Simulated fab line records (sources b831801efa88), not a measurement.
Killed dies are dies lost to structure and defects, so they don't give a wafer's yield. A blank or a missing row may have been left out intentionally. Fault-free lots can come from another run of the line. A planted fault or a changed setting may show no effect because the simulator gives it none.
What tool caused it? -- flow sky130 -- 15 lots, 45 wafers sampled, at 2 steps of a route of 708

## WHAT THE GAUGES READ, wafer by wafer
SKY_VT_ADJUST_NCORE_TW_MEAS_11.
lot,measured,on,VT_ADJUST_NCORE_TW
L295,day 9 08:54,film_metro-02,216.4 216.1 216.4
L296,day 9 19:36,film_metro-01,214.0 213.2 215.1
L297,day 9 19:34,film_metro-03,217.2 216.8 217.8
L298,day 10 02:28,film_metro-03,216.0 217.0 216.6
L300,day 10 11:55,film_metro-01,215.3 217.1 215.5
L301,day 10 15:07,film_metro-02,216.9 217.6 216.4
L303,day 11 06:34,film_metro-02,215.4 216.5 215.7
L304,day 11 09:30,film_metro-01,154.9 155.1 154.3
L305,day 11 19:43,film_metro-02,156.8 156.0 157.0
L306,day 12 04:27,film_metro-01,156.1 153.8 155.4
L312,day 13 19:35,film_metro-01,217.4 216.9 216.2
L314,day 14 14:18,film_metro-01,214.9 214.9 215.9
L315,day 14 17:03,film_metro-03,215.9 215.8 216.0
L316,day 15 04:19,film_metro-01,219.7 218.9 218.8
L317,day 15 11:41,film_metro-02,216.1 216.7 216.1

## WHICH TOOL RAN EACH LOT (tool, then ch and the chambers of the sampled wafers, then the start)
lot,SKY_VT_ADJUST_NCORE_IMPLANT_09
L295,"implanter-04 ch 0, day 9 08:39"
L296,"implanter-02 ch 0, day 9 19:21"
L297,"implanter-01 ch 0, day 9 19:21"
L298,"implanter-01 ch 0, day 10 02:14"
L300,"implanter-02 ch 0, day 10 11:41"
L301,"implanter-02 ch 0, day 10 14:54"
L303,"implanter-01 ch 0, day 11 06:20"
L304,"implanter-02 ch 0, day 11 09:15"
L305,"implanter-02 ch 0, day 11 19:30"
L306,"implanter-02 ch 0, day 12 04:12"
L312,"implanter-04 ch 0, day 13 19:22"
L314,"implanter-02 ch 0, day 14 14:03"
L315,"implanter-01 ch 0, day 14 16:48"
L316,"implanter-01 ch 0, day 15 04:05"
L317,"implanter-02 ch 0, day 15 11:29"
- SKY_VT_ADJUST_NCORE_IMPLANT_09

## WHAT THE TOOLS THEMSELVES READ (means of the sampled wafers that have a number; where no wafer has one, the mark that the record gives instead)
SKY_VT_ADJUST_NCORE_IMPLANT_09.
lot,tool,dose_ions_cm2,faraday_current_uA
L295,implanter-04,2.4010e+12,13.64
L296,implanter-02,2.3985e+12,13.45
L297,implanter-01,2.3969e+12,13.52
L298,implanter-01,2.4016e+12,13.59
L300,implanter-02,2.4021e+12,13.40
L301,implanter-02,2.4007e+12,13.39
L303,implanter-01,2.4009e+12,13.61
L304,implanter-02,7.2297e+11,4.06
L305,implanter-02,7.2067e+11,4.03
L306,implanter-02,7.1920e+11,4.10
L312,implanter-04,2.3992e+12,13.50
L314,implanter-02,2.3963e+12,13.61
L315,implanter-01,2.4024e+12,13.24
L316,implanter-01,2.3996e+12,13.72
L317,implanter-02,2.3995e+12,13.54

## THE ANSWER, worked out from the rows above alone
Rule: the usual values come from the lots themselves. Put in order of their means at a reading, lots are off if they are a third of the lots or fewer, leave a main group of 4 or more, and stand apart from it by a gap of 3 or more times the standard deviation of the main group's means; of several such gaps the widest counts. The tables above print the reading to a certain number of digits; a main group whose means all agree to those digits is not used. Also off: a lot with no number at a reading for which 4 or more lots have one. Where the step has rows for the other lots, those lots are counted as sound. First the gauges in route order, then the tools' own readings, where a lot's mean is used as printed above. The first step at which some lot is off is used, and at that step the reading that is off furthest; a lot without a number counts as furthest.
Off: L304, L305, L306, at SKY_VT_ADJUST_NCORE_TW_MEAS_11 (VT_ADJUST_NCORE_TW). For the main group the mean is 216.4 and the standard deviation 1.2.
A tool fits if, at a process step before that reading, it ran every lot that is off, and no sound lot after the first of them. Not tried: the gauges at SKY_VT_ADJUST_NCORE_TW_MEAS_11; whatever is off there is also off at SKY_VT_ADJUST_NCORE_IMPLANT_09, on other tools, and gauge error can't account for it. Not one of the candidates tried fits.

## WHAT THE SIMULATOR PUT IN
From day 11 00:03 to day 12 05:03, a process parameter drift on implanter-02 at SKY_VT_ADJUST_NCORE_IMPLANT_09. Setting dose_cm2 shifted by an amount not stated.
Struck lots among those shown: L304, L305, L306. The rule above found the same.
